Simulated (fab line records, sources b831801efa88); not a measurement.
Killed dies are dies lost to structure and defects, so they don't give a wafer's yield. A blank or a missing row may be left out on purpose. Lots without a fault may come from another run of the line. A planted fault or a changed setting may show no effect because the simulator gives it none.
One fault seen from 2 desks | flow sky130 | each desk has only its own numbers; what lay behind them comes last

THE TOOL OWNER'S DESK: cmp-02
The tool's own readings at SKY_VIA1_CMP_24 (polishes, stops on SiO2, t overpolish 15 s, target thk 0 nm): means of the sampled wafers that have a number, for each lot that ran on this tool. A lot is out of limits, marked OUT, if its mean lies more than 4 standard deviations from the usual mean; the brackets give that distance.
Columns: A = motor_current_A at SKY_VIA1_CMP_24, usual 11.2 A; B = overpolish_run_s at SKY_VIA1_CMP_24, usual 15.001 s; C = time_to_endpoint_s at SKY_VIA1_CMP_24, usual 65.4 s
lot  | first seen here | A    | B      | C
L482 | day 34 23:59    | 11.2 | 14.998 | 56.2
L483 | day 35 08:29    | 12.1 | 14.999 | 55.1 (-4.5) OUT
L491 | day 38 04:37    | 12.0 | 15.012 | 65.5
L493 | day 38 17:32    | 11.5 | 15.007 | 65.6
L502 | day 41 02:13    | 10.7 | 15.013 | 66.5
This desk's finding: out of limits on L483; first on L483, day 35 08:29 (time_to_endpoint_s at SKY_VIA1_CMP_24). In limits: L482, L491, L493, L502.

THE METROLOGY DESK
What the gauges read, lot by lot, whatever tool the lot ran on: means of the sampled wafers that have a number. A lot is out of limits, marked OUT, if its mean lies more than 4 standard deviations from the usual mean; the brackets give that distance. Of its 8 readings 7 are shown: those that lie furthest out on some lot.
Columns: A = cd_nm at SKY_VIA1_CD_MEAS_12, usual 149.9 nm; B = VIA1_OVL at SKY_VIA1_OVL_MEAS_13, usual -3 nm; C = VIA1_W_RS at SKY_VIA1_RS_MEAS_22, usual 0.425 ohm/sq; D = METAL2_ALCU_RS at SKY_METAL2_RS_MEAS_05, usual 0.1269 ohm/sq; E = METAL2_ALCU_THK at SKY_METAL2_THK_MEAS_06, usual 249.5 nm; F = cd_nm at SKY_METAL2_CD_MEAS_15, usual 139.2 nm; G = METAL2_OVL at SKY_METAL2_OVL_MEAS_16, usual -4 nm
lot  | first seen here | A     | B   | C     | D      | E     | F     | G
L482 | day 34 22:23    | 151.9 | -4  | 0.422 | 0.1263 | 250.3 | 140.4 | 0
L483 | day 35 07:16    | 148.7 | -11 | 0.422 | 0.1267 | 250.1 | 140.0 | -3
L491 | day 38 03:23    | 148.8 | -5  | 0.427 | 0.1290 | 244.8 | 140.0 | -6
L493 | day 38 16:20    | 146.4 | 6   | 0.434 | 0.1278 | 248.2 | 143.6 | -10
L494 | day 38 23:31    | 153.5 | -5  | 0.428 | 0.1281 | 249.2 | 138.9 | -1
L502 | day 41 01:04    | 152.3 | -7  | 0.420 | 0.1276 | 248.5 | 139.0 | -12
This desk's finding: nothing out of limits on any of the 6 lots.

PUT TOGETHER
The tool owner's desk could have raised an alarm at day 35 08:29, on L483.
The metrology desk saw nothing out of limits.
The metrology desk has L483 on record, within its limits.
Of the lots named, all ran SKY_VIA1_CMP_24 on cmp-02.

WHAT THE SIMULATOR HAD PUT IN
Process parameter drift: cmp-02, from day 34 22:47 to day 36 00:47, at SKY_VIA1_CMP_24. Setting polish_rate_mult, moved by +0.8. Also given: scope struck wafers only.
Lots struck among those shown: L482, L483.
Hours from the fault's start to each desk's first reading out of limits: the tool owner's desk, 10.
